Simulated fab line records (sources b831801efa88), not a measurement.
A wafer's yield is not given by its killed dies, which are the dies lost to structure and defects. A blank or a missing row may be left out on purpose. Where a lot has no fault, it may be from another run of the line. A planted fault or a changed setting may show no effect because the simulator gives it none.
Code-filled problem report in 8D (eight disciplines) form || flow sky130 || the parts of the form that need people (team, actions taken, sign-off) are left out

## 1. WHAT WENT WRONG
Mean LOCAL_INTERCONNECT_TIN_RS at SKY_LOCAL_INTERCONNECT_RS_MEAS_01: 15.17 ohm/sq over 2 wafers in 2 lots; fault-free wafers: 14.13 ohm/sq, standard deviation 0.16. That puts it +6.5 standard deviations away from the usual mean.
The step: measures by four-point-probe.
Seen first at day 33 23:18 on film_metro-02, wafer L102.4. The record has a number at this step for 30 wafers belonging to 10 lots. Rule for "out" (also "out of limits"): further than 4 standard deviations from the usual mean. The rest of the wafers with a number are treated as sound.

## 2. WHAT IT IS AND WHAT IT IS NOT
{"question": "which readings at this step", "is": "LOCAL_INTERCONNECT_TIN_RS", "is not": "-"}
{"question": "which lots", "is": "L102, L104", "is not": "L105, L107, L109, L988, L990, L992, L994, L995"}
{"question": "which wafers of those lots", "is": "L102.4, L104.2", "is not": "L102.1, L102.3, L104.3, L104.5"}
{"question": "read on which gauges", "is": "film_metro-02, film_metro-04", "is not": "film_metro-03"}
{"question": "when", "is": "from day 33 23:18", "is not": "up to then (17 sound wafers); but 11 sound wafers of L104, L105, L107, L109 came after"}

## 3. WHAT RULES OUT EACH SUSPECT
Counting: any tool at a process step up to the reading remains a suspect provided it ran every lot that is out. Sound lots after the first of them don't rule it out here, since some wafers of a struck lot are sound.
- the gauge at SKY_LOCAL_INTERCONNECT_RS_MEAS_01 is ruled out. 2 gauges (film_metro-02, film_metro-04) read the wafers that are out.
- pvd_sputter-03 at SKY_LOCAL_INTERCONNECT_SPUTTER_00 (material TiN, target thk 100 nm, time 83.3 s): kept. Ran every lot that is out, first one L102 (day 33 23:14); last sound lot up to then L992 (day 30 20:02).
After counting, what remains is pvd_sputter-03 at SKY_LOCAL_INTERCONNECT_SPUTTER_00.

## 4. THE CAUSE (what the simulator had put in)
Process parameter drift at SKY_LOCAL_INTERCONNECT_SPUTTER_00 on pvd_sputter-03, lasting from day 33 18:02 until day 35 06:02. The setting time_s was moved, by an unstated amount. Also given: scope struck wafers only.
Counting left only this tool.

## 5. THE EFFECT CHAIN, in route order
One row per reading whose mean, taken over the struck wafers that have a number, lies over 3 standard deviations from the usual. Readings are gone through only where the record gives a usual standard deviation; hours: the median, over the lots, of the time from a lot's start at the first step in this table giving one to that lot's start at this step; sigmas: the change measured in usual standard deviations.
{"hours": 0, "step": "SKY_LOCAL_INTERCONNECT_RS_MEAS_01", "reading": "LOCAL_INTERCONNECT_TIN_RS", "usual": "14.13 ohm/sq", "on struck wafers": 15.17, "change": "+1.04", "sigmas": "+6.5"}
{"hours": 0, "step": "SKY_LOCAL_INTERCONNECT_THK_MEAS_02", "reading": "LOCAL_INTERCONNECT_TIN_THK", "usual": "100.2 nm", "on struck wafers": 93.4, "change": -6.8, "sigmas": -5.7}
{"hours": 26, "step": "SKY_LOCAL_INTERCONNECT_METAL_ETCH_14", "reading": "oes_product_au", "usual": "0.942 a.u.", "on struck wafers": 0.911, "change": -0.031, "sigmas": -4.1}
{"hours": 26, "step": "SKY_LOCAL_INTERCONNECT_METAL_ETCH_14", "reading": "throttle_valve_pct", "usual": "21.900 %", "on struck wafers": 21.941, "change": "+0.041", "sigmas": "+4.1"}
Here are the process steps it includes:
- SKY_LOCAL_INTERCONNECT_METAL_ETCH_14: etches TiN in Cl2/BCl3, stops on PSG, target depth 110 nm, time 31.4 s.

## 6. WHAT WOULD HAVE CAUGHT IT SOONER
5 hours passed between the start of the fault at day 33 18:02 and the first reading out of limits at a measuring or inspecting step in this record, taken at day 33 23:18.
No tool reading at SKY_LOCAL_INTERCONNECT_SPUTTER_00 that has a usual standard deviation in the record was out on any struck wafer, so an alarm limit of 4 standard deviations on those readings would not have fired.
Lots out: 2; of these, L104 started SKY_LOCAL_INTERCONNECT_SPUTTER_00 on pvd_sputter-03 after day 33 23:18. Putting the tool on hold at that point would have spared it.
